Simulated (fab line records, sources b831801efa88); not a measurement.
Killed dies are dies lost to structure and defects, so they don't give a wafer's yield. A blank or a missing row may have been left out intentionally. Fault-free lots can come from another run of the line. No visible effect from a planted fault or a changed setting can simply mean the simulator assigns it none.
Chamber matching / flow gf180mcu / GF_V2_ETCH_16 on rie_diel-01: 4 sister chambers
The step etches BARC in N2/H2. 16 wafers are shown with their chamber, then 8 later ones without.

WAFERS, EACH WITH ITS CHAMBER
wafer=L742.1; chamber=1; drypump_motor_current_A (A)=6.05; oes_product_au (a.u.)=0.856; throttle_valve_pct (%)=13.233
wafer=L742.5; chamber=1; drypump_motor_current_A (A)=6.05; oes_product_au (a.u.)=0.857; throttle_valve_pct (%)=13.234
wafer=L742.6; chamber=2; drypump_motor_current_A (A)=6.06; oes_product_au (a.u.)=0.859; throttle_valve_pct (%)=13.223
wafer=L745.2; chamber=0; drypump_motor_current_A (A)=5.75; oes_product_au (a.u.)=0.855; throttle_valve_pct (%)=13.217
wafer=L745.3; chamber=1; drypump_motor_current_A (A)=6.06; oes_product_au (a.u.)=0.862; throttle_valve_pct (%)=13.214
wafer=L745.6; chamber=1; drypump_motor_current_A (A)=6.03; oes_product_au (a.u.)=0.850; throttle_valve_pct (%)=13.214
wafer=L747.1; chamber=1; drypump_motor_current_A (A)=6.07; oes_product_au (a.u.)=0.856; throttle_valve_pct (%)=13.236
wafer=L747.3; chamber=0; drypump_motor_current_A (A)=5.72; oes_product_au (a.u.)=0.861; throttle_valve_pct (%)=13.224
wafer=L747.4; chamber=2; drypump_motor_current_A (A)=6.03; oes_product_au (a.u.)=0.854; throttle_valve_pct (%)=13.213
wafer=L751.2; chamber=0; drypump_motor_current_A (A)=5.77; oes_product_au (a.u.)=0.861; throttle_valve_pct (%)=13.218
wafer=L751.3; chamber=3; drypump_motor_current_A (A)=5.72; oes_product_au (a.u.)=0.848; throttle_valve_pct (%)=13.235
wafer=L751.4; chamber=2; drypump_motor_current_A (A)=6.03; oes_product_au (a.u.)=0.852; throttle_valve_pct (%)=13.237
wafer=L753.1; chamber=3; drypump_motor_current_A (A)=5.71; oes_product_au (a.u.)=0.860; throttle_valve_pct (%)=13.237
wafer=L753.4; chamber=0; drypump_motor_current_A (A)=5.76; oes_product_au (a.u.)=0.851; throttle_valve_pct (%)=13.225
wafer=L753.5; chamber=1; drypump_motor_current_A (A)=6.08; oes_product_au (a.u.)=0.858; throttle_valve_pct (%)=13.224
wafer=L757.3; chamber=3; drypump_motor_current_A (A)=5.70; oes_product_au (a.u.)=0.846; throttle_valve_pct (%)=13.196

SIGNATURES (means of the wafers above)
reading=drypump_motor_current_A; chamber 0=5.7500; chamber 1=6.0567; chamber 2=6.0400; chamber 3=5.7100; scatter within a chamber=0.0176
reading=oes_product_au; chamber 0=0.85700; chamber 1=0.85650; chamber 2=0.85500; chamber 3=0.85133; scatter within a chamber=0.0049
reading=throttle_valve_pct; chamber 0=13.22100; chamber 1=13.22583; chamber 2=13.22433; chamber 3=13.22267; scatter within a chamber=0.0126
Rule: for each reading, subtract the chamber's mean from the wafer's reading, divide by that reading's scatter and square the result; add these up over the readings and take the root, which gives the wafer's distance from the chamber. If the next closest chamber is less than 2 further off than the closest, the wafer can't be placed; otherwise it belongs to the closest. The scatter: the root of (the sum of the squares of (reading less its chamber's mean) over the shown wafers, divided by (wafers less chambers)).

WAFERS MISSING THEIR CHAMBER
wafer=L757.4; drypump_motor_current_A (A)=6.06; oes_product_au (a.u.)=0.859; throttle_valve_pct (%)=13.222
wafer=L757.5; drypump_motor_current_A (A)=5.72; oes_product_au (a.u.)=0.857; throttle_valve_pct (%)=13.234
wafer=L759.1; drypump_motor_current_A (A)=6.09; oes_product_au (a.u.)=0.847; throttle_valve_pct (%)=13.214
wafer=L759.5; drypump_motor_current_A (A)=5.71; oes_product_au (a.u.)=0.851; throttle_valve_pct (%)=13.236
wafer=L759.6; drypump_motor_current_A (A)=6.03; oes_product_au (a.u.)=0.861; throttle_valve_pct (%)=13.221
wafer=L764.1; drypump_motor_current_A (A)=5.77; oes_product_au (a.u.)=0.852; throttle_valve_pct (%)=13.228
wafer=L764.2; drypump_motor_current_A (A)=6.03; oes_product_au (a.u.)=0.850; throttle_valve_pct (%)=13.240
wafer=L764.3; drypump_motor_current_A (A)=5.71; oes_product_au (a.u.)=0.854; throttle_valve_pct (%)=13.221

WHICH CHAMBER EACH WENT THROUGH
wafer=L757.4; from the rows above=can't be placed: 1 or 2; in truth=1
wafer=L757.5; from the rows above=can't be placed: 3 or 0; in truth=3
wafer=L759.1; from the rows above=can't be placed: 1 or 2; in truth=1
wafer=L759.5; from the rows above=can't be placed: 3 or 0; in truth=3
wafer=L759.6; from the rows above=can't be placed: 2 or 1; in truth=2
wafer=L764.1; from the rows above=can't be placed: 0 or 3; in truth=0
wafer=L764.2; from the rows above=can't be placed: 2 or 1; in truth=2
wafer=L764.3; from the rows above=can't be placed: 3 or 0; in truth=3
0 of 8 placed correctly. These rows do not allow placing 8 (true chamber among the candidates in 8). Wrongly placed: 0.
